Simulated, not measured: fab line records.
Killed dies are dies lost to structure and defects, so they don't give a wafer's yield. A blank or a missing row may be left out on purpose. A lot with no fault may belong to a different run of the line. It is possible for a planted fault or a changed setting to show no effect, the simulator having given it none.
What tool caused it? ; flow gf180mcu ; 33 wafers from 11 lots sampled at 2 of the route's 602 steps

## WHAT THE GAUGES READ, wafer by wafer
GF_MIM_THK_MEAS_11: measures by xrf.
lot;measured;on;MIM_ALCU_THK (nm)
L744;day 25 16:21;film metro-03;197.3 198.5 199.7
L746;day 26 08:13;film metro-04;213.7 213.0 212.3
L747;day 26 11:51;film metro-04;213.6 212.5 211.7
L748;day 26 12:41;film metro-04;214.2 212.2 212.3
L750;day 27 12:56;film metro-04;198.7 198.5 199.2
L756;day 29 05:09;film metro-02;201.5 203.3 204.7
L760;day 30 12:46;film metro-03;200.4 201.5 201.2
L759;day 30 17:29;film metro-02;202.2 202.3 203.6
L761;day 30 18:39;film metro-02;201.6 202.2 198.9
L763;day 31 00:19;film metro-02;198.1 198.7 198.9
L765;day 31 17:03;film metro-04;204.3 204.8 201.9

## TOOL THAT RAN EACH LOT (tool first, then ch and the chambers of the sampled wafers, then the start)
lot;GF_MIM_SPUTTER_09
L744;pvd sputter-03, day 25 16:12
L746;pvd sputter-02, day 26 08:04
L747;pvd sputter-01, day 26 11:37
L748;pvd sputter-01, day 26 12:32
L750;pvd sputter-02, day 27 12:46
L756;pvd sputter-02, day 29 04:59
L760;pvd sputter-03, day 30 12:37
L759;pvd sputter-02, day 30 17:19
L761;pvd sputter-02, day 30 18:30
L763;pvd sputter-01, day 31 00:10
L765;pvd sputter-03, day 31 16:54
- GF_MIM_SPUTTER_09: material TiN, target thk 35 nm, time 29.2 s.

## THE ANSWER, worked out from the rows above alone
Rule: the usual values come from the lots themselves. The widest of any qualifying gaps counts: lots, ordered by their means at a reading, are off when they make up no more than a third of the lots, leave a main group of 4 or more, and stand apart from it by 3 or more times the standard deviation of that group's means. A main group whose means are all the same, to the digits that the tables above print for the reading, isn't used. A lot without any number at a reading at which 4 lots or more have one is off too. Any other lot the step has rows for is counted as sound.
Off: L746, L747, L748, at GF_MIM_THK_MEAS_11 (MIM_ALCU_THK). Mean 200.9 nm and standard deviation 2 in the main group.
If a tool, at a process step before that reading, ran all the lots that are off and no sound lot after the first of them, it fits. Gauges at GF_MIM_THK_MEAS_11: tried the same way as those tools. None of those tried fits.

## WHAT THE SIMULATOR HAD INSERTED
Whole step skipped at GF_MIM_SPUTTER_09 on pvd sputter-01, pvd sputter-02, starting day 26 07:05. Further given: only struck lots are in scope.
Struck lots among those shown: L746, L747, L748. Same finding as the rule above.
